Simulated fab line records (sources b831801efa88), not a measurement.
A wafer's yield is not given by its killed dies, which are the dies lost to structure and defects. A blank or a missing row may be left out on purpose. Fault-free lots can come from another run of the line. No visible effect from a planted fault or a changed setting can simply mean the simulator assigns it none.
Chamber matching || flow gf180mcu || GF_V4_CMP_26 on cmp-01: 4 sister chambers
The step polishes, stops on SiO2, t overpolish 15 s, target thk 0 nm. 4 wafers are shown with their chamber, then 8 later ones without.

WAFERS, EACH WITH ITS CHAMBER
{"wafer": "L153.1", "chamber": 3, "motorCurrentA (A)": 9.8}
{"wafer": "L153.2", "chamber": 0, "motorCurrentA (A)": 9.5}
{"wafer": "L154.2", "chamber": 1, "motorCurrentA (A)": 10.5}
{"wafer": "L154.5", "chamber": 2, "motorCurrentA (A)": 10.5}

WAFERS WITH NO CHAMBER GIVEN
{"wafer": "L154.6", "motorCurrentA (A)": 10.9}
{"wafer": "L155.2", "motorCurrentA (A)": 9.9}
{"wafer": "L155.3", "motorCurrentA (A)": 10.9}
{"wafer": "L155.5", "motorCurrentA (A)": 9.6}
{"wafer": "L158.3", "motorCurrentA (A)": 10.4}
{"wafer": "L158.4", "motorCurrentA (A)": 10.7}
{"wafer": "L160.2", "motorCurrentA (A)": 9.8}
{"wafer": "L160.5", "motorCurrentA (A)": 9.9}

THE CHAMBER EACH PASSED THROUGH
{"wafer": "L154.6", "from the rows above": "can't be placed: 1 or 2", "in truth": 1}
{"wafer": "L155.2", "from the rows above": "can't be placed: 3 or 0", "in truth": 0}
{"wafer": "L155.3", "from the rows above": "can't be placed: 1 or 2", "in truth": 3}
{"wafer": "L155.5", "from the rows above": "can't be placed: 0 or 3", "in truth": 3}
{"wafer": "L158.3", "from the rows above": "can't be placed: 1 or 2", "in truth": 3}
{"wafer": "L158.4", "from the rows above": "can't be placed: 1 or 2", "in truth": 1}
{"wafer": "L160.2", "from the rows above": "can't be placed: 3 or 0", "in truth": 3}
{"wafer": "L160.5", "from the rows above": "can't be placed: 3 or 0", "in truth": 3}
0 of 8 placed correctly. Not placeable from these rows: 8 (in 6, the candidates include the true chamber). Placed wrongly: 0.
How it was worked out, from the rows above alone: a wafer's distance from a chamber is the root of the sum, over the readings, of the square of ((its reading less the chamber's mean) divided by the reading's scatter). If the next closest chamber is less than 2 further off than the closest, the wafer can't be placed; otherwise it belongs to the closest. For every chamber, the mean is computed from those of its wafers that are shown. The scatter: root of mean squared gap, hidden wafer to nearest shown wafer, with one shown wafer a chamber.
